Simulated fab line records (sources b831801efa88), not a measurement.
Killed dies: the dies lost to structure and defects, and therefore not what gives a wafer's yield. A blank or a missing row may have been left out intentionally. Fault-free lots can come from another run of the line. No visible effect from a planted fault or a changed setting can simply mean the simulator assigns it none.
Which tool is to blame? + flow sky130 + 14 lots (42 wafers sampled), 1 step of a 708-step route

WHAT EACH GAUGE READ, for each wafer
SKY_VIA2_BOW_MEAS_03.
| lot  | measured     | on            | VIA2_BOW (um) |
|------|--------------|---------------|---------------|
| L246 | day 35 15:10 | film_metro-01 | 75 81 98      |
| L247 | day 35 16:11 | film_metro-01 | 88 95 102     |
| L248 | day 35 19:30 | film_metro-03 | 91 89 98      |
| L249 | day 36 00:19 | film_metro-03 | 82 72 74      |
| L251 | day 36 22:26 | film_metro-03 | 70 88 85      |
| L252 | day 37 02:37 | film_metro-01 | 94 83 82      |
| L253 | day 37 12:34 | film_metro-01 | 77 74 74      |
| L254 | day 37 14:18 | film_metro-01 | 78 78 80      |
| L257 | day 39 07:09 | film_metro-01 | 84 81 86      |
| L258 | day 39 11:17 | film_metro-01 | 80 84 77      |
| L259 | day 39 14:18 | film_metro-02 | 91 95 97      |
| L262 | day 40 08:40 | film_metro-01 | 81 101 88     |
| L268 | day 41 18:07 | film_metro-03 | 86 88 83      |
| L269 | day 42 01:47 | film_metro-02 | 90 92 84      |

WHICH TOOL RAN EACH LOT (tool, then ch and the chambers of the sampled wafers, then the start)
The record shows no process step preceding these readings.

AS READ BY THE TOOLS THEMSELVES (means over the sampled wafers that have a number; for cases with no such wafer, the mark the record gives instead)
The record holds no such reading with a usual standard deviation.

THE ANSWER, worked out from the rows above alone
Rule: the usual values come from the lots themselves. Put in order of their means at a reading, lots are off if they are a third of the lots or fewer, leave a main group of 4 or more, and stand apart from it by a gap of 3 or more times the standard deviation of the main group's means; of several such gaps the widest counts. A main group whose means are all the same, to the digits that the tables above print for the reading, isn't used. Also off: a lot with no number at a reading for which 4 or more lots have one. Any other lot the step has rows for is counted as sound. After the gauges, taken in route order, come the tools' own readings; for these a lot's mean is taken, as printed above. The first step at which some lot is off is used, and at that step the reading that is off furthest; a lot without a number counts as furthest.
Across all readings shown, no lot is off: no conclusion can be drawn from this.

WHAT THE SIMULATOR HAD PUT IN
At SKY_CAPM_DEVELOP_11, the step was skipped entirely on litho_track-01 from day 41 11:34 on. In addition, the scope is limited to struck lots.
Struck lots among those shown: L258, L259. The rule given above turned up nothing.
